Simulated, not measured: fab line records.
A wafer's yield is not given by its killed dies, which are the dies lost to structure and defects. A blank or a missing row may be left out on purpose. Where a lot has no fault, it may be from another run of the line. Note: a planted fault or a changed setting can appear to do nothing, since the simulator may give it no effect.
Shared-tool check | flow gf180mcu | Sampled: 12 lots, 42 wafers

## REASON IT WAS OPENED
2 of 12 lots carry a flag on the reading NSD_RS at GF_PSD_RS_MEAS_14. Fault-free wafers read 46.14 ohm/sq, with a standard deviation of 0.092.
Rule: a lot gets a flag if all its wafers with a number sit over 4 standard deviations from that mean, or if no wafer of it has a number. As for the other lots, they are considered sound.

lot  | measured     | on            | NSD_RS (ohm/sq), wafer by wafer     | flag
L833 | day 15 12:02 | film-metro-04 | 42.72 42.88 42.86 42.84 42.86 42.88 | FLAGGED
L834 | day 15 23:07 | film-metro-02 | 43.07 43.09 43.16 43.20 43.04 43.09 | FLAGGED
L841 | day 17 22:43 | film-metro-04 | 46.13 46.17 46.12                   |
L842 | day 18 23:59 | film-metro-01 | 46.29 46.19 46.18                   |
L843 | day 19 05:52 | film-metro-04 | 46.29 46.25 46.08                   |
L844 | day 19 15:09 | film-metro-04 | 46.20 46.10 46.18                   |
L845 | day 19 21:52 | film-metro-02 | 46.00 46.12 46.00                   |
L846 | day 20 23:10 | film-metro-02 | 46.18 46.37 46.21                   |
L847 | day 21 10:04 | film-metro-01 | 46.20 46.13 46.15                   |
L848 | day 21 10:42 | film-metro-04 | 46.24 46.21 46.25                   |
L850 | day 21 23:54 | film-metro-01 | 46.19 46.12 46.15                   |
L849 | day 22 05:57 | film-metro-02 | 46.02 46.10 46.01                   |
The mean of the flagged lots' numbers is 42.97 ohm/sq, -3.17 ohm/sq from the usual (-34 standard deviations).

## WHICH TOOL EACH LOT WENT THROUGH
The record holds 2 process steps before the reading, out of a route of 602 steps. Read each cell as the tool, then ch plus the chambers that the sampled wafers visited, then the start.
lot  | flag    | GF_HV_LDD_STRIP_37                   | GF_PSD_RTA_13
L833 | FLAGGED | plasma-asher-03 ch 0,1, day 12 17:44 | rtp-anneal-01 ch 0, day 15 11:57
L834 | FLAGGED | plasma-asher-03 ch 0, day 13 03:46   | rtp-anneal-01 ch 0, day 15 23:02
L841 |         | plasma-asher-03 ch 0,1, day 15 00:57 | rtp-anneal-02 ch 0, day 17 22:38
L842 |         | plasma-asher-03 ch 0,1, day 15 22:24 | rtp-anneal-01 ch 0, day 18 23:55
L843 |         | plasma-asher-02 ch 1, day 16 04:25   | rtp-anneal-01 ch 0, day 19 05:46
L844 |         | plasma-asher-03 ch 0,1, day 16 14:14 | rtp-anneal-02 ch 0, day 19 15:03
L845 |         | plasma-asher-01 ch 0,1, day 16 20:30 | rtp-anneal-02 ch 0, day 19 21:46
L846 |         | plasma-asher-03 ch 0,1, day 17 20:08 | rtp-anneal-01 ch 0, day 20 23:05
L847 |         | plasma-asher-01 ch 0,1, day 18 06:26 | rtp-anneal-01 ch 0, day 21 09:58
L848 |         | plasma-asher-03 ch 0,1, day 18 06:49 | rtp-anneal-01 ch 0, day 21 10:37
L850 |         | plasma-asher-03 ch 0,1, day 18 20:40 | rtp-anneal-02 ch 0, day 21 23:49
L849 |         | plasma-asher-02 ch 0,1, day 19 01:24 | rtp-anneal-02 ch 0, day 22 05:52
What these steps do:
- GF_HV_LDD_STRIP_37: strips in O2/N2.
- GF_PSD_RTA_13: time 20 s.
- GF_PSD_RS_MEAS_14: measures by four-point-probe.

## FLAGGED OVER TOTAL, TOOL BY TOOL (the gauges that took the reading come last)
step               | tool            | lots run | flagged | share of the flagged lots | sound lots run after its first flagged lot
GF_HV_LDD_STRIP_37 | plasma-asher-01 | 2        | 0       | none                      | -
GF_HV_LDD_STRIP_37 | plasma-asher-02 | 2        | 0       | none                      | -
GF_HV_LDD_STRIP_37 | plasma-asher-03 | 8        | 2       | all                       | 6 (L841,L842,L844,L846,L848,L850)
GF_PSD_RTA_13      | rtp-anneal-01   | 7        | 2       | all                       | 5 (L842,L843,L846,L847,L848)
GF_PSD_RTA_13      | rtp-anneal-02   | 5        | 0       | none                      | -
GF_PSD_RS_MEAS_14  | film-metro-01   | 3        | 0       | none                      | -
GF_PSD_RS_MEAS_14  | film-metro-02   | 4        | 1       | some                      | 3 (L845,L846,L849)
GF_PSD_RS_MEAS_14  | film-metro-04   | 5        | 1       | some                      | 4 (L841,L843,L844,L848)

## WHAT IS ALLOWED BY THE TABLE
Every flagged lot went through 2 rows of the table: plasma-asher-03 at GF_HV_LDD_STRIP_37 and rtp-anneal-01 at GF_PSD_RTA_13.
- plasma-asher-03 at GF_HV_LDD_STRIP_37: 2 of its 8 lots flagged. Lots that were sound ran on it after the first flagged one (L841, L842, L844, L846, L848, L850); a persistent fault on the entire tool would not allow that.
- rtp-anneal-01 at GF_PSD_RTA_13: 2 of its 7 lots flagged. Lots that were sound ran on it after the first flagged one (L842, L843, L846, L847, L848); a persistent fault on the entire tool would not allow that.
There is no row in the table that ran each flagged lot and no sound lot after the first.

## WHAT THE SIMULATOR HAD PUT IN
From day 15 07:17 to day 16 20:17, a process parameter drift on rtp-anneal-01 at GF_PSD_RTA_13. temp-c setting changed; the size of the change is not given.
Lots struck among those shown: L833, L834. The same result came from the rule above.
